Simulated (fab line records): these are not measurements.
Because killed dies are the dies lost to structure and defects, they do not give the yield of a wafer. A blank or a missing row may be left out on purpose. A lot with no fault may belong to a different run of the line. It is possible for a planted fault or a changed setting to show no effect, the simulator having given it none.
Split-lot experiment / flow sky130 / 23 wafers read across 5 lots, on a route 708 steps long

== SPLIT DETAILS ==
At SKY_CONTACT_HDPCVD_02 (deposits SiO2, target thk 565 nm, time 94.2 s), the setting time-s was moved away from the recipe's 94.2 s on 7 of the 23 wafers read, by -14.5% to +14.6%. The other wafers ran this setting at the recipe's value.

The file shows no step between the split and the reading.

== THE READING ==
At SKY_CONTACT_THK_MEAS_03: CONTACT_HDPCVD_THK, given in nm. On this fab line, fault-free wafers typically give 563 nm with a standard deviation of 5.2 nm.

wafer=L074.1; tool, chamber at the split=hdpcvd-02, 2; time-s as run, s=84.56; against the recipe=-10.2%; CONTACT_HDPCVD_THK, nm=503; against lot-mates on the recipe=-55
wafer=L074.3; tool, chamber at the split=hdpcvd-02, 0; time-s as run, s=84.56; against the recipe=-10.2%; CONTACT_HDPCVD_THK, nm=499; against lot-mates on the recipe=-59
wafer=L074.4; tool, chamber at the split=hdpcvd-02, 0; time-s as run, s=94.2; against the recipe=recipe; CONTACT_HDPCVD_THK, nm=558; against lot-mates on the recipe=-
wafer=L074.5; tool, chamber at the split=hdpcvd-02, 1; time-s as run, s=94.2; against the recipe=recipe; CONTACT_HDPCVD_THK, nm=559; against lot-mates on the recipe=-
wafer=L074.6; tool, chamber at the split=hdpcvd-02, 2; time-s as run, s=94.2; against the recipe=recipe; CONTACT_HDPCVD_THK, nm=558; against lot-mates on the recipe=-
wafer=L080.1; tool, chamber at the split=hdpcvd-01, 2; time-s as run, s=94.2; against the recipe=recipe; CONTACT_HDPCVD_THK, nm=558; against lot-mates on the recipe=-
wafer=L080.2; tool, chamber at the split=hdpcvd-01, 1; time-s as run, s=94.2; against the recipe=recipe; CONTACT_HDPCVD_THK, nm=556; against lot-mates on the recipe=-
wafer=L080.3; tool, chamber at the split=hdpcvd-01, 0; time-s as run, s=94.2; against the recipe=recipe; CONTACT_HDPCVD_THK, nm=551; against lot-mates on the recipe=-
wafer=L080.4; tool, chamber at the split=hdpcvd-01, 0; time-s as run, s=94.2; against the recipe=recipe; CONTACT_HDPCVD_THK, nm=559; against lot-mates on the recipe=-
wafer=L080.5; tool, chamber at the split=hdpcvd-01, 2; time-s as run, s=94.2; against the recipe=recipe; CONTACT_HDPCVD_THK, nm=552; against lot-mates on the recipe=-
wafer=L081.1; tool, chamber at the split=hdpcvd-01, 0; time-s as run, s=94.2; against the recipe=recipe; CONTACT_HDPCVD_THK, nm=565; against lot-mates on the recipe=-
wafer=L081.3; tool, chamber at the split=hdpcvd-01, 2; time-s as run, s=94.2; against the recipe=recipe; CONTACT_HDPCVD_THK, nm=569; against lot-mates on the recipe=-
wafer=L081.6; tool, chamber at the split=hdpcvd-01, 2; time-s as run, s=94.2; against the recipe=recipe; CONTACT_HDPCVD_THK, nm=569; against lot-mates on the recipe=-
wafer=L083.1; tool, chamber at the split=hdpcvd-01, 2; time-s as run, s=80.55; against the recipe=-14.5%; CONTACT_HDPCVD_THK, nm=488; against lot-mates on the recipe=-80
wafer=L083.2; tool, chamber at the split=hdpcvd-01, 1; time-s as run, s=80.55; against the recipe=-14.5%; CONTACT_HDPCVD_THK, nm=481; against lot-mates on the recipe=-87
wafer=L083.3; tool, chamber at the split=hdpcvd-01, 0,1; time-s as run, s=94.2; against the recipe=recipe; CONTACT_HDPCVD_THK, nm=569; against lot-mates on the recipe=-
wafer=L083.4; tool, chamber at the split=hdpcvd-01, 2; time-s as run, s=94.2; against the recipe=recipe; CONTACT_HDPCVD_THK, nm=569; against lot-mates on the recipe=-
wafer=L083.6; tool, chamber at the split=hdpcvd-01, 0,1; time-s as run, s=94.2; against the recipe=recipe; CONTACT_HDPCVD_THK, nm=566; against lot-mates on the recipe=-
wafer=L085.1; tool, chamber at the split=hdpcvd-02, 2; time-s as run, s=108; against the recipe=+14.6%; CONTACT_HDPCVD_THK, nm=647; against lot-mates on the recipe=+82
wafer=L085.2; tool, chamber at the split=hdpcvd-02, 0; time-s as run, s=108; against the recipe=+14.6%; CONTACT_HDPCVD_THK, nm=644; against lot-mates on the recipe=+79
wafer=L085.3; tool, chamber at the split=hdpcvd-02, 1; time-s as run, s=108; against the recipe=+14.6%; CONTACT_HDPCVD_THK, nm=648; against lot-mates on the recipe=+83
wafer=L085.4; tool, chamber at the split=hdpcvd-02, 0; time-s as run, s=94.2; against the recipe=recipe; CONTACT_HDPCVD_THK, nm=562; against lot-mates on the recipe=-
wafer=L085.5; tool, chamber at the split=hdpcvd-02, 2; time-s as run, s=94.2; against the recipe=recipe; CONTACT_HDPCVD_THK, nm=568; against lot-mates on the recipe=-
Where a row lists several chambers, the file gives one row for several wafers and doesn't say which wafer went through which chamber.

FIT RESULTS
A straight line over all 23 wafers: CONTACT_HDPCVD_THK changes by +5.66 nm for each +1% of time-s; r = +0.99; the points scatter about the line by 5.7 nm.
The same after taking each lot's own level away (the mean of its wafers on the recipe; 23 wafers): +5.63 nm for each +1%; r = +1.00; scatter 2.6 nm.
That fit puts the effect of the largest move of time-s on the reading at 82 nm.
The lots' own levels span 555.2 to 568.0 nm, that is 2.5 times the standard deviation above.
So the lot-to-lot level changes the slope little: the two slopes agree.
Check: with one of the wafers moved furthest among these (+14.6%) left out of the fit, the line predicts +82.2 nm for it against its lot-mates. Against them it came out at +82 nm.

== ADDITIONAL SPLITS CARRIED BY THESE WAFERS ==
Note: prior to the reading, these wafers also went through further splits. Each is held against what the fit with the lots' levels taken away leaves over:
other split on the same wafers=SKY_SD_N_STRIP_11 power-w; wafers away from the commonest value=6; r with CONTACT_HDPCVD_THK (lot level and that fit taken away)=+0.10
other split on the same wafers=SKY_LI_CONTACT_ETCH_14 time-s; wafers away from the commonest value=7; r with CONTACT_HDPCVD_THK (lot level and that fit taken away)=-0.21
other split on the same wafers=SKY_LI_CONTACT_CVD_21 temp-c; wafers away from the commonest value=12; r with CONTACT_HDPCVD_THK (lot level and that fit taken away)=-0.14
other split on the same wafers=SKY_LI_CONTACT_CMP_24 platen-rpm; wafers away from the commonest value=10; r with CONTACT_HDPCVD_THK (lot level and that fit taken away)=+0.00
other split on the same wafers=SKY_LOCAL_INTERCONNECT_EXPOSE_08 dose-mj; wafers away from the commonest value=4; r with CONTACT_HDPCVD_THK (lot level and that fit taken away)=-0.27

== THE WHOLE CHAIN: every reading that the file lists as answering this split, in the file's order ==
step=SKY_CONTACT_HDPCVD_02; what it does=deposits SiO2, target thk 565 nm, time 94.2 s; reading=SiO2_of_CONTACT_HDPCVD_02.thk-nm (the simulator's own value, which no gauge read); change (the file's fit)=+5.74 nm for each +1% of the setting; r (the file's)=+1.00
step=SKY_CONTACT_THK_MEAS_03; what it does=; reading=CONTACT_HDPCVD_THK; change (the file's fit)=+5.65 for each +1% of the setting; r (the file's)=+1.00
step=SKY_CONTACT_CMP_04; what it does=polishes SiO2; reading=time-to-endpoint-s; change (the file's fit)=withheld for each +1% of the setting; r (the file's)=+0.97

== FILE'S OWN FIT ==
CONTACT_HDPCVD_THK changes by +5.65 nm for each +1% of time-s, r = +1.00.
